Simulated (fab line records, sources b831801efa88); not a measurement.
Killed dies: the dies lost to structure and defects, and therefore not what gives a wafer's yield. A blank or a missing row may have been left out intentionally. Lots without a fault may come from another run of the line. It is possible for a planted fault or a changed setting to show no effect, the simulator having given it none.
Matching of chambers :: flow gf180mcu :: GF_V5_CMP_04 on cmp-01: 4 sister chambers
The step polishes SiO2. 14 wafers are shown with their chamber, then 7 later ones without.

WAFERS PAIRED WITH THEIR CHAMBERS
wafer: L891.2
chamber: 1
motor current A (A): 12.2

wafer: L891.3
chamber: 2
motor current A (A): 10.3

wafer: L891.6
chamber: 0
motor current A (A): 12.6

wafer: L892.2
chamber: 0
motor current A (A): 12.8

wafer: L892.5
chamber: 2
motor current A (A): 10.2

wafer: L892.6
chamber: 3
motor current A (A): 10.5

wafer: L893.2
chamber: 2
motor current A (A): 10.9

wafer: L893.3
chamber: 1
motor current A (A): 12.1

wafer: L893.5
chamber: 2
motor current A (A): 10.9

wafer: L894.1
chamber: 1
motor current A (A): 11.7

wafer: L894.3
chamber: 2
motor current A (A): 10.7

wafer: L894.5
chamber: 1
motor current A (A): 11.8

wafer: L900.1
chamber: 0
motor current A (A): 13.5

wafer: L900.2
chamber: 3
motor current A (A): 10.2

SIGNATURES, as means of the wafers listed above
reading: motor current A
chamber 0: 12.967
chamber 1: 11.950
chamber 2: 10.600
chamber 3: 10.350
scatter within a chamber: 0.332
Rule: for a wafer and a chamber, the distance is found by dividing, reading by reading, the gap between the wafer's reading and the chamber's mean by the reading's scatter, squaring, summing and taking the root. The wafer belongs to the nearest chamber; if the next one is less than 2 further off, it can't be placed. How the scatter is found: for the shown wafers, subtract from each reading the mean of its chamber, square and add these, divide the total by (wafers less chambers), then take the root.

WAFERS WHOSE CHAMBER IS MISSING
wafer: L900.5
motor current A (A): 11.3

wafer: L903.1
motor current A (A): 12.3

wafer: L903.3
motor current A (A): 10.1

wafer: L903.4
motor current A (A): 13.1

wafer: L904.2
motor current A (A): 11.2

wafer: L904.5
motor current A (A): 10.5

wafer: L904.6
motor current A (A): 11.4

CHAMBER TAKEN BY EACH
wafer: L900.5
from the rows above: can't be placed: 1 or 2 or 3
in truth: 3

wafer: L903.1
from the rows above: can't be placed: 1 or 0
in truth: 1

wafer: L903.3
from the rows above: can't be placed: 3 or 2
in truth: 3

wafer: L903.4
from the rows above: 0
in truth: 0

wafer: L904.2
from the rows above: can't be placed: 2 or 1 or 3
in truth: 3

wafer: L904.5
from the rows above: can't be placed: 2 or 3
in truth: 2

wafer: L904.6
from the rows above: can't be placed: 1 or 2 or 3
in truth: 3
Placed correctly: 1 of 7. Unplaceable from these rows: 6, with the true chamber sitting among the candidates in 6. 0 placed wrongly.
